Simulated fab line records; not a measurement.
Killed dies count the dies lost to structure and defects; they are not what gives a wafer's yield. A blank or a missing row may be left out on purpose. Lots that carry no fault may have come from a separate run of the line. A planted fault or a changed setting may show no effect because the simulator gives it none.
Struck lot and sound lot, side by side	flow gf180mcu	14 out of 602 route steps
Sound: these wafers, L899.1, L899.2, L899.4. Wafers L894.3, L894.5, L894.6 were the ones struck. At the end, the cause is stated.
Order at every step that has rows: each side's tool, ch and its chambers, its first start. Under that, the readings that differ: sound wafers	struck wafers	difference of the means	sigmas: that difference in standard deviations of wafers without a fault.
alike: readings with means less than 2 such deviations apart, plus words and numbers identical on both sides. not compared: withheld readings, readings lacking a value on some wafer, bounds such as >300 that could conceal the same value, and numbers that have no deviation in the record and whose values overlap.
The two part at a step that has a row with sigmas, a row that says differs or no value, or rows on one side only. When numbers do not overlap yet have no deviation, they are printed without sigmas and do not part them. Lack of a reading on every wafer of one side parts them only where that side has two or more wafers.

GF_PSD_STRIP_10: strips in O2/N2.
  sound on plasmaAsher-03 ch 0,1, day 19 08:09; struck on plasmaAsher-01 ch 0,1, day 17 17:58
reading	sound	struck	difference	sigmas
stripTimeToEndpointS (s)	16.60 16.61 16.60	16.54 16.52 16.48	-0.09	-3
  alike: drypumpMotorCurrentA, heaterPowerW, oesProductAu
  not compared: rfHoursCounterH
GF_PSD_TW_MEAS_11:
  sound: filmMetro-01 at day 19 08:15; struck: filmMetro-03 at day 17 18:04
  alike: PSD_TW
then, 1 step without rows for these wafers: GF_PSD_CLEAN_12 (cleans in SC1/SC2, time 150 s).
GF_PSD_RTA_13: time 20 s.
  sound on rtpAnneal-02 ch 0, day 19 08:22; struck on rtpAnneal-01 ch 0, day 17 18:10
  alike: lampPowerPct, wafer_temp_C_max
GF_PSD_RS_MEAS_14: measures by four-point-probe.
  sound: filmMetro-04 at day 19 08:26; struck: filmMetro-04 at day 17 18:16
  alike: NSD_RS
GF_PSD_RS_MEAS_15: measures by four-point-probe.
  sound: filmMetro-04 at day 19 08:34; struck: filmMetro-04 at day 17 18:23
  alike: PSD_RS
GF_SAB_CVD_00: deposits SiO2 from TEOS, target thk 50 nm, time 4.9302 s.
  sound on pecvd-04 ch 1,2, day 19 08:41; struck on pecvd-02 ch 0,1, day 17 18:28
  alike: heaterPowerW
  not compared: sinceWetCleanH
GF_SAB_THK_MEAS_01:
  sound: filmMetro-02 at day 19 08:42; struck: filmMetro-03 at day 17 18:31
reading	sound	struck	difference	sigmas
SAB_CVD_00_THK (nm)	49.6 48.9 50.0	50.4 51.5 51.3	+1.6	+3
then, 4 steps without rows for these wafers: GF_SAB_DEHYDRATE_02 (time 60 s); GF_SAB_HMDS_03 (prime time 60 s); GF_SAB_COAT_04 (resist thk 1000 nm); GF_SAB_SOFTBAKE_05 (time 60 s).
GF_SAB_EXPOSE_06: exposes mask SAB, target cd 420 nm.
  struck on ilineStepper-01, day 18 06:20; sound on ilineStepper-01 ch 0, day 19 21:23
  no value came back on the struck wafers for exposureDoseMJCm2, focusOffsetNm (nm), na; on the sound wafers exposureDoseMJCm2 reads 139.95 139.75 139.96
  alike: mask
then, 1 step without rows for these wafers: GF_SAB_PEB_07.

== WHERE THEY PART ==
First at GF_PSD_STRIP_10; last, within this record, at GF_SAB_EXPOSE_06.

WHY: whatever the simulator had introduced
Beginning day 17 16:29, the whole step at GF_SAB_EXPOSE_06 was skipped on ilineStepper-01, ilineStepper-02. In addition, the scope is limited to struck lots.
